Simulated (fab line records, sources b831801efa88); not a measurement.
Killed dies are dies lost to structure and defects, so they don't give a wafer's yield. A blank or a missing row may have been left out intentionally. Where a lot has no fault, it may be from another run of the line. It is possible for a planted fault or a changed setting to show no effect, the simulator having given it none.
fab line records | flow sky130
record: lots: 5 wafers: 14 last_day: 48
route steps=708 shown METAL2@492 VIA2@507 METAL3@532 PAD_OPEN@708
lots that met no fault: from a run of the same line without faults
start_h: the number of hours between the record's first day and the start of the first shown wafer of the lot | wait_h: hours from the lot's prior step to this one | " identical to the entry in the row above | L1.1+2: several wafers, shown together as one row | - either no value or no given start | * or withheld: withheld | < > ~ a bound
route shown NAME@n: a module of which the file shows steps, and the number in the route of the first | usual: mean/standard deviation of fault-free wafers | same: alike in all rows | chamber/n: place in a boat | sites: each site's reading | _std_site: the standard deviation of these | _edge_site: inner sites' mean taken away from outer sites' mean | radius_mm: how far each site lies from the wafer's centre | mask NAME#n: copy n | behind: tool/chamber where the wafer was last shaped | hold: cause of the lot's hold/its duration in hours/its outcome | device: names the non-switching transistor (n, p or np) | end of line: the tests these same wafers got at the end of their route | a step with no rows: only its recipe | killed: count of dies lost to structure and defects at first sort (not the wafer's yield) | map: a wafer's dies, marking killed ones x, the rest . and places with no die _
set.NAME: the setting that was run; set.NAME@STEP: the one run at that earlier step | model.NAME: the simulator's own value behind a step, which no gauge read
certain route steps with their lots: each step a table, each wafer a row
== steps ==
step: SKY_METAL2_COAT_09
recipe: resist: BARC temp_c: withheld time_s: withheld spin_rpm: 3000 resist_thk_nm: 60
step: SKY_METAL2_COAT_10
recipe: resist: KrF-thick spin_rpm: 3000 resist_thk_nm: 450
step: SKY_METAL2_SOFTBAKE_11
recipe: temp_c: 100 time_s: 90 resist: KrF-thick
step: SKY_METAL2_EXPOSE_12
recipe: mask_id: MM2 na: 0.8 source_shape: annular sigma_inner: 0.55 sigma_outer: 0.85 target_cd_nm: 140 dose_mj: 28
step: SKY_METAL2_PEB_13
recipe: peb_temp_c: withheld peb_time_s: withheld resist: KrF-thick
step: SKY_METAL2_DEVELOP_14
recipe: develop_time_s: 58.36 resist: KrF-thick dev_temp_c: 21
step: SKY_METAL2_DESCUM_17
recipe: chemistry: O2 source_power_w: 150 bias_power_w: 0 pressure_mtorr: 10 temp_c: 40 time_s: 8
step: SKY_METAL2_ETCH_18
recipe: chemistry: N2/H2 target: BARC ion_energy_ev: 200 bias_w: 100 pressure_mtorr: 30 n2_flow_sccm: 100 h2_flow_sccm: 200 icp_w: 512.2 stop_on: SiO2 time_s: 45.9 target_depth_a: 600
step: SKY_METAL2_METAL_ETCH_19
recipe: target_depth_a: 3600 stop_on: SiO2 over_etch_frac: 0.3 time_s: 78 chemistry: Cl2/BCl3 resist_sidewall_deg: 88 pressure_mtorr: 10 icp_w: 900 bias_w: 48.5 Cl2_flow_sccm: 60 bcl3_flow_sccm: 30
step: SKY_METAL2_STRIP_20
recipe: chemistry: O2/N2 power_w: 1400 pressure_mtorr: 1500 platen_temp_c: withheld o2_flow_sccm: 3000 n2_flow_sccm: 300 overash_fraction: 0.5
step: SKY_METAL2_STRIP_21
recipe: chemistry: post_etch_residue_remover time_s: 1200 temp_c: 72.5
usual: bath_heat_duty_pct: 15.3/2.4 temp_c: 72.52/0.11
columns lot.wafer tool chamber start_h wait_h bath_heat_duty_pct temp_c
L335.1 wet_bench-04 3 818.77 0.1 12.8 72.56
L335.5 " 3 " " 13.3 72.51
L335.6 " 3 " " 12.3 72.71
L339.2 wet_bench-01 0 876.22 0.1 12.2 72.40
L339.3 " 0 " " 11.5 72.37
L339.5 " 0 " " 11.0 72.36
L341.1 wet_bench-01 0 878.45 0.1 11.3 72.53
L341.5 " 0 " " 12.9 72.44
L341.6 " 0 " " 12.5 72.26
L344.1 wet_bench-01 1 916.08 0.1 18.1 72.57
L344.2 " 1 " " 17.5 72.58
L345.1 wet_bench-01 2 916.85 0.1 17.7 72.55
L345.3 " 2 " " 17.3 72.58
L345.6 " 2 " " 17.9 72.52
step: SKY_METAL2_CLEAN_22
recipe: chemistry: IPA time_s: 180 temp_c: 25
step: SKY_METAL2_CLEAN_23
recipe: chemistry: O3/DIW dry: n2_spin
step: SKY_VIA2_HDPCVD_00
recipe: material: SiO2 target_thk_nm: 1180 sigma_open_frac: 0.3 time_s: 196.7 temp_c: 400 sih4_flow_sccm: 60 pressure_mtorr: 6
step: SKY_VIA2_CMP_02
recipe: material: SiO2 down_force_psi: 4 platen_rpm: 60 pad_velocity_m_s: 0.94248
step: SKY_VIA2_DEHYDRATE_04
recipe: temp_c: 200 time_s: 60
step: SKY_VIA2_HMDS_05
recipe: prime_time_s: 60 prime_temp_c: 120
step: SKY_VIA2_COAT_06
recipe: resist: BARC temp_c: withheld time_s: withheld spin_rpm: 3000 resist_thk_nm: 60
step: SKY_VIA2_COAT_07
recipe: resist: KrF-thick spin_rpm: 3000 resist_thk_nm: 450
step: SKY_VIA2_SOFTBAKE_08
recipe: temp_c: 100 time_s: 90 resist: KrF-thick
step: SKY_VIA2_EXPOSE_09
recipe: mask_id: VIM2 na: 0.8 source_shape: annular sigma_inner: 0.55 sigma_outer: 0.85 target_cd_nm: 200 dose_mj: 38
step: SKY_VIA2_PEB_10
recipe: peb_temp_c: withheld peb_time_s: withheld resist: KrF-thick
step: SKY_VIA2_DEVELOP_11
recipe: develop_time_s: 60 resist: KrF-thick dev_temp_c: 21
step: SKY_VIA2_ETCH_14
recipe: chemistry: N2/H2 target: BARC ion_energy_ev: 200 source_w: 500 bias_w: 100 pressure_mtorr: 30 n2_flow_sccm: 100 h2_flow_sccm: 200 stop_on: SiO2 time_s: 45.9 target_depth_a: 600
step: SKY_VIA2_ETCH_15
recipe: target: SiO2 chemistry: C4F8/O2/Ar target_depth_nm: 546 stop_on: TiN mask_material: KrF-thick source_w: 1500 bias_w: 1200 pressure_mtorr: 40 c4f8_flow_sccm: withheld O2_flow_sccm: 6 Ar_flow_sccm: 300 time_s: 84
step: SKY_VIA2_STRIP_16
recipe: chemistry: O2/N2 power_w: 1400 pressure_mtorr: 1500 platen_temp_c: withheld o2_flow_sccm: 3000 n2_flow_sccm: 300 overash_fraction: 0.5
step: SKY_VIA2_STRIP_17
recipe: chemistry: post_etch_residue_remover time_s: 1200 temp_c: 72.5
step: SKY_VIA2_CLEAN_18
recipe: chemistry: IPA time_s: 180 temp_c: 25
step: SKY_VIA2_CLEAN_19
recipe: chemistry: O3/DIW dry: n2_spin
step: SKY_VIA2_SPUTTER_20
recipe: material: TiN target_thk_nm: 20 chamber_pressure_pa: 5 power_w: 4000 time_s: 80
step: SKY_VIA2_CVD_21
recipe: material: W target_thk_nm: 420 time_s: 126.4 temp_c: 400 pressure_torr: 40
step: SKY_VIA2_CMP_24
recipe: stop_on: SiO2 t_overpolish_s: 20 down_force_psi: 3.5 platen_rpm: 60 target_thk_nm: 0 pad_velocity_m_s: 0.94248
step: SKY_METAL3_SPUTTER_00
recipe: material: Ti target_thk_nm: 15 power_w: 3000 time_s: 10 chamber_pressure_pa: 0.4
step: SKY_METAL3_SPUTTER_01
recipe: material: TiN target_thk_nm: 20 power_w: 6500 time_s: 16.7 chamber_pressure_pa: 0.4
step: SKY_PAD_OPEN_PROBE_99
usual: killed_at_M0_to_M3: 43/7.5 killed_at_M4_up: 2.8/1.8 killed_at_contacts: 24/5.3 killed_at_front_end: 14/4.2 killed_at_other: 0.3/0.54 killed_dies: 84/9.4 killed_on_rim: 16/3.3 killed_open: 46/7.1 killed_short: 38/6.6
same: gross_dies: 492 killed_at_back_side: 0
columns lot.wafer tool chamber start_h wait_h killed_at_M0_to_M3 killed_at_M4_up killed_at_contacts killed_at_front_end killed_at_other killed_dies killed_on_rim killed_open killed_short model.etest.mcon_chain.rc_ohm
L335.1 prober-01 - 1072.38 0.1 44 3 30 12 0 89 15 58 31 16.78
L335.5 prober-01 - 1072.58 0.2 44 3 23 13 0 83 14 49 33 15.23
L335.6 prober-01 - 1072.63 0.2 43 6 17 20 1 87 18 46 41 16.46
L339.2 prober-01 - 1119.01 0.1 30 5 23 9 0 67 17 30 37 16.76
L339.3 prober-01 - 1119.06 0.2 57 1 17 8 0 83 21 49 34 15.71
L339.5 prober-01 - 1119.16 0.2 40 6 31 17 1 95 24 45 50 17.1
L341.1 prober-02 - 1123.46 0.1 110 1 199 17 0 327 49 57 32 33.11
L341.5 prober-02 - 1123.66 0.2 103 1 78 10 0 192 23 37 37 21.11
L341.6 prober-02 - 1123.71 0.2 99 3 68 15 0 185 45 57 33 19.79
L344.1 prober-02 - 1152.33 0.1 91 4 99 11 0 205 70 30 36 -
L344.2 prober-02 - 1152.38 0.1 99 3 222 18 0 342 41 38 49 -
L345.1 prober-01 - 1152.76 0.1 114 1 57 20 0 192 37 55 48 -
L345.3 prober-01 - 1152.86 0.2 105 3 241 16 0 365 51 39 42 -
L345.6 prober-01 - 1153.01 0.2 95 1 27 14 0 137 16 39 40 -
killed by level:class
L335.1 CONTACT:geometric_particle:open=15 VIA1:geometric_particle:open=12 VIA2:geometric_particle:open=8 METAL1:geometric_particle:short=8 LI_CONTACT:geometric_particle:open=7 VIA3:geometric_particle:open=5 LOCAL_INTERCONNECT:geometric_particle:short=4 FIELD_ISO:geometric_particle:open=3
L335.5 VIA1:geometric_particle:open=11 VIA2:geometric_particle:open=9 CONTACT:geometric_particle:open=8 VIA3:geometric_particle:open=7 LI_CONTACT:geometric_particle:open=6 VIA1:geometric_particle:short=5 FIELD_ISO:geometric_particle:short=4 POLY_GATE:geometric_particle:short=4
L335.6 VIA2:geometric_particle:open=10 VIA1:geometric_particle:open=8 METAL2:geometric_particle:short=7 POLY_GATE:geometric_particle:open=6 METAL4:geometric_particle:short=6 FIELD_ISO:geometric_particle:open=5 VIA3:geometric_particle:open=5 LI_CONTACT:geometric_particle:open=5
L339.2 CONTACT:geometric_particle:open=11 VIA3:geometric_particle:open=5 METAL4:geometric_particle:short=5 POLY_GATE:geometric_particle:short=4 CONTACT:geometric_particle:short=4 VIA3:geometric_particle:short=4 METAL2:geometric_particle:short=4 FIELD_ISO:geometric_particle:short=3
L339.3 VIA1:geometric_particle:open=11 VIA2:geometric_particle:open=11 METAL2:geometric_particle:short=8 METAL1:geometric_particle:short=8 VIA3:geometric_particle:open=8 LI_CONTACT:geometric_particle:open=5 CONTACT:geometric_particle:open=4 CONTACT:geometric_particle:short=4
L339.5 CONTACT:geometric_particle:short=10 VIA1:geometric_particle:open=10 LI_CONTACT:geometric_particle:open=8 CONTACT:geometric_particle:open=8 METAL1:geometric_particle:short=7 VIA1:geometric_particle:short=5 VIA2:geometric_particle:open=5 FIELD_ISO:geometric_particle:short=4
L341.1 CONTACT:area_cmp=182 METAL2:unspecified=56 VIA1:geometric_particle:open=10 VIA3:geometric_particle:open=10 METAL2:geometric_particle:short=10 CONTACT:geometric_particle:open=8 VIA2:geometric_particle:open=8 FIELD_ISO:geometric_particle:open=6
L341.5 METAL2:unspecified=59 CONTACT:area_cmp=58 CONTACT:geometric_particle:open=8 VIA1:geometric_particle:short=7 VIA1:geometric_particle:open=7 VIA3:geometric_particle:short=7 METAL2:geometric_particle:short=6 VIA3:geometric_particle:open=5
L341.6 METAL2:unspecified=56 CONTACT:area_cmp=39 CONTACT:geometric_particle:open=16 VIA2:geometric_particle:open=7 LI_CONTACT:geometric_particle:open=7 VIA1:geometric_particle:open=7 VIA1:geometric_particle:short=6 VIA3:geometric_particle:open=6
L344.1 CONTACT:area_cmp=82 METAL2:unspecified=57 VIA1:geometric_particle:open=8 CONTACT:geometric_particle:short=6 VIA1:geometric_particle:short=6 METAL2:geometric_particle:short=5 LI_CONTACT:geometric_particle:open=4 METAL1:geometric_particle:short=4
L344.2 CONTACT:area_cmp=200 METAL2:unspecified=55 CONTACT:geometric_particle:open=12 FIELD_ISO:geometric_particle:short=8 VIA1:geometric_particle:open=8 METAL1:geometric_particle:short=6 VIA1:geometric_particle:short=6 VIA2:geometric_particle:open=5
L345.1 METAL2:unspecified=60 CONTACT:area_cmp=29 VIA1:geometric_particle:open=17 CONTACT:geometric_particle:open=12 VIA1:geometric_particle:short=9 POLY_GATE:geometric_particle:short=6 POLY_GATE:geometric_particle:open=5 LI_CONTACT:geometric_particle:open=5
L345.3 CONTACT:area_cmp=222 METAL2:unspecified=62 VIA1:geometric_particle:open=14 VIA1:geometric_particle:short=7 CONTACT:geometric_particle:open=7 VIA3:geometric_particle:short=6 LI_CONTACT:geometric_particle:open=5 POLY_GATE:geometric_particle:short=4
L345.6 METAL2:unspecified=54 VIA1:geometric_particle:open=13 VIA1:geometric_particle:short=9 LI_CONTACT:geometric_particle:open=7 CONTACT:geometric_particle:open=7 FIELD_ISO:geometric_particle:short=5 POLY_GATE:geometric_particle:short=5 CONTACT:geometric_particle:short=4
map L341.1 (x killed, . not)
__________...x.x...x_________
________....x.xx.x.x.._______
______..x.x..x.xx.x....x_____
_____.......x.x....xx.x..____
____x...xxxxxx.x...x..x...___
___xxxx.xxxxx...xx..x...xx.__
__xxxxx.xxxx.x.x...xxxxxx.xx_
_x.x..xxx.xxxxxx.xxxxxxxxx.xx
_x.x.x.xxxxxxx.xxxxxxxxxxxxxx
_..x.xxxxxxx.xxxxxxxxxxxxxxxx
_.x.xxxx.x...xxxxxxxxxxxxx.xx
_.x..x.x..x.xxxxxxxxxxxxxxxxx
_xxx.x.xxx.xxxxxxxxxxxxxxxxx.
_.x.xx.x.xxxxxxxxxxxxxxxxxx.x
_.x.xx...xxxxxxxxxxxxxxxxxx.x
__x.xx.x.xxxxxxxxxxxxxx..x.x_
___xxx...xx...xxx.xxxxx.x..__
____xxx..x.x.xx.xxxxxxxx..___
_____.xxxx...xx.xx.xxxx..____
______xx...x.....xx.xxxx_____
________xx.....x..xxxx_______
__________....xxxxxx_________
map L344.2 (x killed, . not)
__________xxxxxxxxx._________
________.xxxxxxxxxxxxx_______
______..xxxxxxxxxxxxxxxx_____
_____xx..xxxxxxxxxxxxxxx.____
____xxx.xxxxxxxxxxxxxxxxxx___
___x.xx.xx.xxxxxxxxxxxxxx..__
__xxxxxxxxxxxxxxxxxxxxxxxx.x_
_xxxxxxxxxxxxxxxxxxxxxxx.x...
_xxxxxxxx.xxxxxxxxxxxxxxxx...
_xxxxxxxxxxxxxxxxxxxxxxx...x.
_xxxxxxxxxxxxxxxxxxxxxxx.x.x.
_xxx.xx.xxxxxxxxxxxxxxxxx....
_x.xx..x.xxxxxxxxxxxxxx......
_......xx.xxxxxxxxxxxxxxx..x.
_..x.x...x.xxxxxxxxxxxx....x.
__..x...x..xxxxxxxxxxxxx...._
___.........xx.xxxxx.xxxxx.__
____.......x.xx.xx.xx.xxx.___
_____...xxx..x..x...xx..x____
______........x.xx......_____
________.....x...x...._______
__________.....x...._________
== key ==
first_sign: step: SKY_PAD_OPEN_PROBE_99 reading: killed_at_M0_to_M3 direction: up sigmas: 7.9 usual: 43 struck: 102
effect none on later readings
model_effect: step: SKY_PAD_OPEN_PROBE_99 value: etest.mcon_chain.rc_ohm without: 16.89 struck: 24.67
met_at SKY_METAL2_STRIP_21
struck_wafers L341.1,L341.5,L341.6,L344.1,L344.2,L345.1,L345.3,L345.6
tester_left_out L341,L344,L345
onset_between 876.22 878.45
also_fits time
earlier_fault: kind: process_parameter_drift tool: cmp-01 chamber: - onset_h: 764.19 steps: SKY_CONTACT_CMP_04 channel: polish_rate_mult offset: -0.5 shape: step end_h: 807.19
fault: kind: chamber_particle_source tool: wet_bench-01 chamber: - onset_h: 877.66 steps: SKY_METAL2_STRIP_21 rate_per_visit_cm2: 1.2032
tester_left_out: of these lots the tester's yield and bins aren't shown, on N5 and GAA mostly nor the transistor test; their killed dies are dies lost to structure and defects alone, not to doping, threshold or leakage, so they don't give the yield
